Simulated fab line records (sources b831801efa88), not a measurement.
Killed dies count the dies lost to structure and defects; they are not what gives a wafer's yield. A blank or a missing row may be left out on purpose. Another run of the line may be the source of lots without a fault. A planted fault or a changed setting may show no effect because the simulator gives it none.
Problem report, 8D (eight disciplines) form, completed by code || flow sky130 || the parts of the form that need people (team, actions taken, sign-off) are left out

## 1. THE PROBLEM
Wafers without a fault read 15, standard deviation 4.6; killed_at_front_end at SKY_PAD_OPEN_PROBE_99 reads a mean of 422 on 9 wafers belonging to 3 lots. That puts it +88 standard deviations away from the usual mean.
The first sign was on wafer L478.1 at day 48 04:13, on prober-01. Wafers with a number at this step in the record: 18, from 6 lots. Rule for "out", or "out of limits": more than 4 standard deviations from the usual mean. The rest of the wafers with a number are treated as sound.

## 2. WHAT IT IS, WHAT IT ISN'T
{"question": "which readings at this step", "is": "killed_at_front_end, killed_dies, killed_on_rim", "is not": "killed_at_M0_to_M3, killed_at_M4_up, killed_at_other, killed_open, killed_short"}
{"question": "which lots", "is": "L478, L479, L482", "is not": "L471, L486, L487"}
{"question": "which wafers of those lots", "is": "all that have a number", "is not": "-"}
{"question": "read on which tools", "is": "prober-01, prober-02", "is not": "-"}
{"question": "when", "is": "from day 48 04:13", "is not": "up to then (3 sound wafers); but 6 sound wafers of L486, L487 came after"}

## 3. WHAT RULES OUT EACH SUSPECT
Counting: any tool at a process step up to the reading is kept as a suspect provided that every lot that is out went through it and no sound lot did after the first of them.
- litho_track-03 at SKY_VT_ADJUST_PCH_DEVELOP_06 (develop time 60 s): kept. It ran every lot that is out, first L478 (day 13 06:00), and no sound lot after that.
After counting, what remains is litho_track-03 at SKY_VT_ADJUST_PCH_DEVELOP_06.

## 4. THE CAUSE (what the simulator had put in)
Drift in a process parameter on litho_track-03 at SKY_VT_ADJUST_PCH_DEVELOP_06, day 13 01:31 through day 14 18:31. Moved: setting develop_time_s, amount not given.
After counting, this tool was the only one left.

## 5. THE CHAIN OF EFFECTS, in route order
Each row: a reading whose mean over the struck wafers that have a number lies more than 3 standard deviations from the usual. Only readings whose record carries a usual standard deviation are examined. hours: median over the lots of the time between each lot's start at the first step of this table that gives one and its start at this step. sigmas: the change, counted in usual standard deviations.
{"hours": 0, "step": "SKY_PAD_OPEN_PROBE_99", "reading": "killed_at_front_end", "usual": 15, "on struck wafers": 422, "change": "+407", "sigmas": "+88"}
{"hours": 0, "step": "SKY_PAD_OPEN_PROBE_99", "reading": "killed_dies", "usual": 85, "on struck wafers": 492, "change": "+407", "sigmas": "+41"}
{"hours": 0, "step": "SKY_PAD_OPEN_PROBE_99", "reading": "killed_on_rim", "usual": 17, "on struck wafers": 96, "change": "+79", "sigmas": "+20"}
Process steps it contains:
- SKY_PAD_OPEN_PROBE_99
Readings that are blank on the struck wafers while sound wafers have them: VT_ADJUST_PCH_OVL at SKY_VT_ADJUST_PCH_OVL_MEAS_07.

## 6. WHAT WOULD HAVE CAUGHT IT SOONER
The fault began at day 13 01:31; the first out-of-limits reading in this record came at day 48 04:13, 843 hours later.
Between SKY_VT_ADJUST_PCH_DEVELOP_06 and SKY_PAD_OPEN_PROBE_99, SKY_VT_ADJUST_PCH_OVL_MEAS_07 gave no VT_ADJUST_PCH_OVL on the struck wafers, where sound wafers have one: a measuring or inspecting step that comes back empty is itself a sign.
Tool readings at SKY_VT_ADJUST_PCH_DEVELOP_06 with a usual standard deviation given in the record: none out on any struck wafer, hence no alarm at a limit of 4 standard deviations on them.
The start of SKY_VT_ADJUST_PCH_DEVELOP_06 on litho_track-03 came by day 48 04:13 for every one of the lots that are out (3). Had the tool been put on hold then, not one of them would have been saved.
